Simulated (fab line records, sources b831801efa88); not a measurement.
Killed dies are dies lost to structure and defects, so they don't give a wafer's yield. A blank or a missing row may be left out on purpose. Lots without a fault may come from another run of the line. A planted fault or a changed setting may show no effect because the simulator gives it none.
fab line records | flow gf180mcu
record lots=14 wafers=42 last_day=34
route steps=602 shown LVPWELL@64 VT_IMPLANT@100
lots that met no fault: from a run of the same line without faults
start_h: hours from the record's first day to the start of the lot's first wafer shown | wait_h: hours since the lot's step before | " the same as in the row above | L1.1+2: a row that stands for several wafers | - no value, or no start given | * or withheld: withheld | < > ~ a bound
route shown NAME@n: a module of which the file shows steps, and the number in the route of the first | usual: mean/standard deviation of fault-free wafers | same: alike in all rows | chamber/n: place in a boat | sites: the reading at each site | _std_site: their standard deviation | _edge_site: outer sites' mean less inner sites' | radius_mm: how far each site lies from the wafer's centre | mask NAME#n: copy n | behind: the tool/chamber that last shaped the wafer | hold: why the lot was held/for how many hours/how that ended | device: the transistor (n, p or np) that didn't switch | end of line: the same wafers' tests at the end of the route | a step without rows: its recipe alone | killed: dies lost to structure and defects at the first sort, not the wafer's yield | map: a wafer's dies, x killed, . not, _ none there
set.NAME: the setting as run; set.NAME@STEP: as run at that earlier step | model.NAME: the simulator's own value behind a step, which no gauge read
steps of the route over a sample of lots; a table a step, a row a wafer
services: from which hour (start_h, from the record's first day; less than 0 if before it) a tool's chamber was out of use, for how many hours, and why
## steps
# step GF_LVPWELL_STRIP_10
# recipe chemistry=O2/N2 power_w=1400 pressure_mtorr=1500 platen_temp_c=250 o2_flow_sccm=3000 n2_flow_sccm=300 overash_fraction=0.5
# usual drypump_motor_current_A=6.05/0.24 heater_power_w=335/24 oes_product_au=0.723/0.0046 strip_time_to_endpoint_s=36.94/0.12
# same overash_fraction=0.5
# columns lot.wafer tool chamber start_h wait_h drypump_motor_current_A heater_power_w oes_product_au rf_hours_counter_h strip_time_to_endpoint_s
L899.2 plasma_asher-03 0 77.82 0.1 6.25 311 0.725 44 36.90
L899.3 " 1 " " 5.72 389 0.718 - 36.85
L899.5 " 0 " " 6.24 311 0.724 - 36.98
L900.1 plasma_asher-03 1 81.16 0.1 5.73 399 0.720 44 36.92
L900.3 " 1 " " 5.72 390 0.730 - 37.00
L900.6 " 0 " " 6.23 307 0.720 - 36.93
L901.4 plasma_asher-01 1 83.10 0.1 6.38 319 0.723 - 36.99
L901.5 " 1 " " 6.36 317 0.723 - 36.82
L901.6 " 0 " " 5.78 325 0.725 - 36.85
L902.1 plasma_asher-01 0 94.67 0.1 5.79 333 0.716 43 36.94
L902.2 " 1 " " 6.36 312 0.726 43 36.98
L902.6 " 1 " " 6.37 319 0.721 - 37.03
L903.4 plasma_asher-01 1 97.40 0.1 6.39 309 0.722 - 36.92
L903.5 " 1 " " 6.40 317 0.721 - 36.96
L903.6 " 0 " " 5.79 321 0.720 - 36.98
L904.4 plasma_asher-02 1 109.20 0.1 6.19 341 0.721 - 36.93
L904.5 " 0 " " 6.03 335 0.729 - 36.84
L904.6 " 1 " " 6.13 342 0.722 - 36.81
L905.1 plasma_asher-01 1 114.00 0.1 6.36 311 0.725 46 36.95
L905.3 " 1 " " 6.39 318 0.723 - 36.77
L905.5 " 0 " " 5.79 337 0.714 - 36.93
L906.3 plasma_asher-02 1 121.31 0.1 6.14 339 0.733 - 36.85
L906.5 " 1 " " 6.19 344 0.719 - 36.89
L906.6 " 0 " " 6.03 346 0.722 - 36.84
L909.1 plasma_asher-01 1 137.12 0.1 6.44 310 0.724 48 36.78
L909.2 " 0 " " 5.80 334 0.724 48 36.91
L909.4 " 0 " " 5.79 342 0.717 - 36.78
L916.3 plasma_asher-02 0 172.84 0.1 6.04 335 0.720 - 36.98
L916.4 " 1 " " 6.20 336 0.726 - 37.07
L916.6 " 1 " " 6.18 336 0.712 - 36.88
L917.1 plasma_asher-03 1 177.97 0.1 5.73 378 0.721 7 37.16
L917.4 " 1 " " 5.73 361 0.729 - 37.09
L917.6 " 1 " " 5.71 368 0.714 - 37.07
L918.1 plasma_asher-02 0 179.62 0.1 6.04 340 0.731 54 36.94
L918.4 " 1 " " 6.16 342 0.729 - 36.95
L918.5 " 1 " " 6.19 333 0.718 - 37.01
L920.3 plasma_asher-01 1 195.19 0.1 6.39 317 0.718 - 37.03
L920.4 " 0 " " 5.80 329 0.729 - 36.93
L920.5 " 0 " " 5.78 329 0.730 - 36.83
L921.1 plasma_asher-01 0 197.81 0.1 5.80 331 0.727 51 37.10
L921.2 " 1 " " 6.38 318 0.726 51 37.17
L921.5 " 0 " " 5.78 341 0.722 - 37.19
# step GF_VT_IMPLANT_TW_MEAS_10
# usual VT_IMPLANT_TW=564/7.9
# columns lot.wafer tool chamber start_h wait_h VT_IMPLANT_TW
L899.2 film_metro-04 - 118.68 0.1 571
L899.3 " - " " 574
L899.5 " - " " 571
L900.1 film_metro-04 - 122.62 0.1 574
L900.3 " - " " 569
L900.6 " - " " 573
L901.4 film_metro-02 - 124.50 0.1 561
L901.5 " - " " 562
L901.6 " - " " 560
L902.1 film_metro-04 - 137.67 0.1 572
L902.2 " - " " 576
L902.6 " - " " 575
L903.4 film_metro-02 - 141.10 0.1 566
L903.5 " - " " 561
L903.6 " - " " 565
L904.4 film_metro-02 - 153.50 0.1 558
L904.5 " - " " 559
L904.6 " - " " 558
L905.1 film_metro-04 - 158.72 0.1 569
L905.3 " - " " 569
L905.5 " - " " 569
L906.3 film_metro-02 - 166.59 0.1 559
L906.5 " - " " 560
L906.6 " - " " 561
L909.1 film_metro-01 - 183.47 0.1 554
L909.2 " - " " 556
L909.4 " - " " 554
L916.3 film_metro-04 - 223.44 0.1 574
L916.4 " - " " 576
L916.6 " - " " 578
L917.1 film_metro-02 - 231.17 0.1 555
L917.4 " - " " 560
L917.6 " - " " 557
L918.1 film_metro-01 - 231.56 0.1 559
L918.4 " - " " 558
L918.5 " - " " 559
L920.3 film_metro-02 - 250.39 0.1 564
L920.4 " - " " 562
L920.5 " - " " 564
L921.1 film_metro-01 - 252.46 0.1 557
L921.2 " - " " 559
L921.5 " - " " 561
# step GF_VT_IMPLANT_OVL_MEAS_29
# usual VT_IMPLANT_02_OVL=-0.2/1.5
# columns lot.wafer tool chamber start_h wait_h VT_IMPLANT_02_OVL[nm]
L899.2 overlay-02 - 147.19 0.1 1.4
L899.3 " - " " -0.7
L899.5 " - " " -0.2
L900.1 overlay-02 - 151.68 0.1 1.1
L900.3 " - " " 1.2
L900.6 " - " " 1.2
L901.4 overlay-01 - 154.15 0.1 -0.9
L901.5 " - " " -1.5
L901.6 " - " " -1.3
L902.1 overlay-02 - 168.48 0.1 -0.5
L902.2 " - " " -1.4
L902.6 " - " " -0.3
L903.4 overlay-02 - 172.60 0.1 -0.6
L903.5 " - " " -1.3
L903.6 " - " " -1.2
L904.4 overlay-01 - 184.80 0.1 0.5
L904.5 " - " " -0.9
L904.6 " - " " -0.6
L905.1 overlay-02 - 190.98 0.1 -0.6
L905.3 " - " " 0.6
L905.5 " - " " 0.4
L906.3 overlay-02 - 199.29 0.1 1.9
L906.5 " - " " 1.2
L906.6 " - " " 2.4
L909.1 overlay-01 - 217.38 0.1 -0.9
L909.2 " - " " -0.7
L909.4 " - " " -1.6
L916.3 overlay-01 - 260.54 0.1 -0.1
L916.4 " - " " -1.2
L916.6 " - " " -1.3
L917.1 overlay-02 - 268.53 0.1 -2.1
L917.4 " - " " -1.7
L917.6 " - " " 0.5
L918.1 overlay-02 - 269.13 0.1 1.5
L918.4 " - " " 1.1
L918.5 " - " " 0.3
L920.3 overlay-02 - 288.64 0.1 0.3
L920.4 " - " " 0.7
L920.5 " - " " -0.3
L921.1 overlay-01 - 290.38 0.1 -0.4
L921.2 " - " " 0.1
L921.5 " - " " -2.7
# step GF_VT_IMPLANT_EXPOSE_37
# recipe mask_id=Nwell_HV_AREA target_cd_nm=860 na=0.6 source_shape=conventional sigma_outer=0.6 dose_mj=140
# usual exposure_dose_mJ_cm2=139.98/0.14 focus_offset_nm=0.0/0.51
# columns lot.wafer tool chamber start_h wait_h mask exposure_dose_mJ_cm2 focus_offset_nm
L899.2 iline_stepper-02 0 155.27 - Nwell_HV_AREA#0 139.97 1.1
L899.3 " 0 " " Nwell_HV_AREA#0 139.97 0.8
L899.5 " 0 " " Nwell_HV_AREA#0 139.97 0.5
L900.1 iline_stepper-02 0 159.39 - Nwell_HV_AREA#0 140.09 -0.3
L900.3 " 0 " " Nwell_HV_AREA#0 140.02 0.4
L900.6 " 0 " " Nwell_HV_AREA#0 140.02 0.3
L901.4 iline_stepper-02 0 162.59 - Nwell_HV_AREA#0 140.08 -0.4
L901.5 " 0 " " Nwell_HV_AREA#0 140.11 -0.4
L901.6 " 0 " " Nwell_HV_AREA#0 140.06 0.6
L902.1 iline_stepper-02 0 176.93 - Nwell_HV_AREA#0 139.88 0.0
L902.2 " 0 " " Nwell_HV_AREA#0 140.07 -0.1
L902.6 " 0 " " Nwell_HV_AREA#0 139.97 0.2
L903.4 iline_stepper-01 0 180.82 - Nwell_HV_AREA#0 140.07 0.0
L903.5 " 0 " " Nwell_HV_AREA#0 140.03 -0.1
L903.6 " 0 " " Nwell_HV_AREA#0 140.00 -0.8
L904.4 iline_stepper-02 0 193.81 - Nwell_HV_AREA#0 140.02 -0.5
L904.5 " 0 " " Nwell_HV_AREA#0 139.93 -0.2
L904.6 " 0 " " Nwell_HV_AREA#0 139.89 -1.5
L905.1 iline_stepper-02 0 199.88 - Nwell_HV_AREA#0 139.80 0.3
L905.3 " 0 " " Nwell_HV_AREA#0 139.88 0.2
L905.5 " 0 " " Nwell_HV_AREA#0 139.79 1.1
L906.3 iline_stepper-01 0 208.65 - Nwell_HV_AREA#0 139.98 0.5
L906.5 " 0 " " Nwell_HV_AREA#0 140.03 0.6
L906.6 " 0 " " Nwell_HV_AREA#0 140.20 0.6
L909.1 iline_stepper-01 0 226.58 - Nwell_HV_AREA#0 140.24 0.0
L909.2 " 0 " " Nwell_HV_AREA#0 140.09 0.2
L909.4 " 0 " " Nwell_HV_AREA#0 140.28 0.1
L916.3 iline_stepper-02 0 270.37 - Nwell_HV_AREA#0 140.08 -0.4
L916.4 " 0 " " Nwell_HV_AREA#0 140.05 -0.3
L916.6 " 0 " " Nwell_HV_AREA#0 140.09 0.4
L917.1 iline_stepper-02 - 278.73 - Nwell_HV_AREA#0 - -
L917.4 " - " " Nwell_HV_AREA#0 - -
L917.6 " - " " Nwell_HV_AREA#0 - -
L918.1 iline_stepper-01 - 279.06 - Nwell_HV_AREA#0 - -
L918.4 " - " " Nwell_HV_AREA#0 - -
L918.5 " - " " Nwell_HV_AREA#0 - -
L920.3 iline_stepper-01 0 299.32 - Nwell_HV_AREA#0 140.10 0.5
L920.4 " 0 " " Nwell_HV_AREA#0 140.07 0.7
L920.5 " 0 " " Nwell_HV_AREA#0 140.00 -0.5
L921.1 iline_stepper-01 0 300.83 - Nwell_HV_AREA#0 140.14 -0.2
L921.2 " 0 " " Nwell_HV_AREA#0 139.84 0.0
L921.5 " 0 " " Nwell_HV_AREA#0 139.96 0.2
## services
# columns tool chamber start_h hours kind
iline_stepper-02 0 94.52 - calibration
iline_stepper-02 - 94.60 4.8 repair
plasma_asher-03 - 108.75 9.0 pm
plasma_asher-03 0 108.75 9.0 vent_cycle
plasma_asher-03 1 108.75 9.0 vent_cycle
plasma_asher-03 - 110.23 4.4 repair
plasma_asher-03 0 117.75 - clean
plasma_asher-03 1 117.75 - clean
iline_stepper-02 - 133.87 1.7 pm
plasma_asher-01 - 144.46 13.8 repair
plasma_asher-01 - 158.31 15.6 pm
iline_stepper-01 - 176.42 1.0 repair
iline_stepper-01 - 186.92 4.4 pm
iline_stepper-01 - 215.06 1.7 pm
plasma_asher-01 - 217.35 1.3 repair
iline_stepper-01 0 238.73 - calibration
plasma_asher-03 - 280.59 2.9 repair
plasma_asher-01 - 286.49 2.8 pm
## key
first_sign step=GF_VT_IMPLANT_EXPOSE_37 reading=tool_record direction=missing
effect none on later readings
met_at GF_VT_IMPLANT_EXPOSE_37
struck_lots L917,L918
later_rows_left_out L917.1,L917.4,L917.6,L918.1,L918.4,L918.5
sort_left_out L917.1,L917.4,L917.6,L918.1,L918.4,L918.5
tester_left_out L917,L918
not_acting_at GF_LVPWELL_STRIP_10,GF_VT_IMPLANT_TW_MEAS_10,GF_VT_IMPLANT_OVL_MEAS_29
onset_between 270.37 278.73
fault kind=skipped_step_whole tool=iline_stepper-01,iline_stepper-02 chamber=- onset_h=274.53 steps=GF_VT_IMPLANT_EXPOSE_37 scope=struck_lots_only
# tester_left_out: of these lots the tester's yield and bins aren't shown, on N5 and GAA mostly nor the transistor test; their killed dies are dies lost to structure and defects alone, not to doping, threshold or leakage, so they don't give the yield
# sort_left_out: the simulated sort isn't trusted on such a fault, so these wafers' sort isn't shown, and their yield isn't known
# later_rows_left_out: the simulator's readings of these wafers behind a module that went badly wrong aren't trusted and aren't shown, but for the sort
